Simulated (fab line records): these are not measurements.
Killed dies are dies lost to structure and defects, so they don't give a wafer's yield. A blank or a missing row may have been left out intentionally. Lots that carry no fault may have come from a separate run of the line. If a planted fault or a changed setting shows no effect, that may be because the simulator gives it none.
Comparing a struck lot with a sound one ; flow sky130 ; 15 out of 708 route steps
Sound: the wafers L159.1, L159.4, L159.6. Wafers struck: L172.1, L172.4, L172.6. The cause comes at the end.
At each step with rows: each side's tool, then ch and its chambers, then its first start. Under that, the readings that differ: sound wafers ; struck wafers ; difference of the means ; sigmas: that difference in standard deviations of wafers without a fault.
alike: a reading whose means differ by less than 2 such deviations, as well as words and numbers matching on both sides. not compared: withheld readings; readings where some wafer has no value; bounds like >300 that might hide an equal value; numbers whose values overlap and for which the record gives no deviation.
A row with sigmas, a row that says differs or no value, or rows on one side alone: a step with any of these is where the two part. Numbers that don't overlap but have no deviation are shown without sigmas and don't part them. A reading that every wafer of one side lacks parts them only if that side has two wafers or more.

SKY_DNWELL_TW_MEAS_09:
  sound on filmMetro-01, day 3 03:32; struck on filmMetro-03, day 6 03:35
reading;sound;struck;difference;sigmas
DNWELL_TW;1091 1091 1096;1114 1125 1119;+27;+2
then, 7 steps without rows for these wafers: SKY_PWDE_DEHYDRATE_00 (time 60 s); SKY_PWDE_HMDS_01 (prime time 60 s); SKY_PWDE_COAT_02 (resist thk 3000 nm); SKY_PWDE_SOFTBAKE_03; SKY_PWDE_EXPOSE_04 (exposes mask PWDEM, target cd 840 nm); SKY_PWDE_PEB_05; SKY_PWDE_DEVELOP_06 (develop time 58.67 s).
SKY_PWDE_OVL_MEAS_07:
  sound on overlay-01, day 3 20:17; struck on overlay-01, day 6 22:11
  alike: PWDE_OVL
after that, 1 step had no rows for these wafers: SKY_PWDE_IMPLANT_08.
SKY_PWDE_STRIP_09: strips in O2/N2.
  sound on plasmaAsher-03 ch 0,1, day 3 20:28; struck on plasmaAsher-02 ch 0,1, day 6 22:23
reading;sound;struck;difference;sigmas
oesProductAu (a.u.);0.730 0.722 0.732;0.714 0.720 0.720;-0.010;-2
  alike: drypumpMotorCurrentA, stripTimeToEndpointS
  not compared: rfHoursCounterH
SKY_PWDE_TW_MEAS_10:
  sound on filmMetro-01, day 3 20:34; struck on filmMetro-04, day 6 22:29
reading;sound;struck;difference;sigmas
PWDE_TW;369 368 368;376 379 379;+10;+2
SKY_NWELL_DEHYDRATE_03: time 60 s.
  sound on lithoTrack-02 ch 0, day 4 04:00; struck on lithoTrack-02 ch 0, day 7 08:15
reading;sound;struck;difference;sigmas
heaterPowerTotalW (W);160.49 160.12 160.23;163.71 163.75 163.61;+3.41;+28
runLengthS (s);89.01 89.17 89.31;85.38 85.41 85.57;-3.71;-27
  alike: resistLineTempC
then, 2 steps without rows for these wafers: SKY_NWELL_HMDS_04 (prime time 60 s); SKY_PAD_OPEN_PROBE_99.

== WHERE THEY PART ==
First at SKY_DNWELL_TW_MEAS_09; last, within this record, at SKY_NWELL_DEHYDRATE_03.

WHY: whatever the simulator had introduced
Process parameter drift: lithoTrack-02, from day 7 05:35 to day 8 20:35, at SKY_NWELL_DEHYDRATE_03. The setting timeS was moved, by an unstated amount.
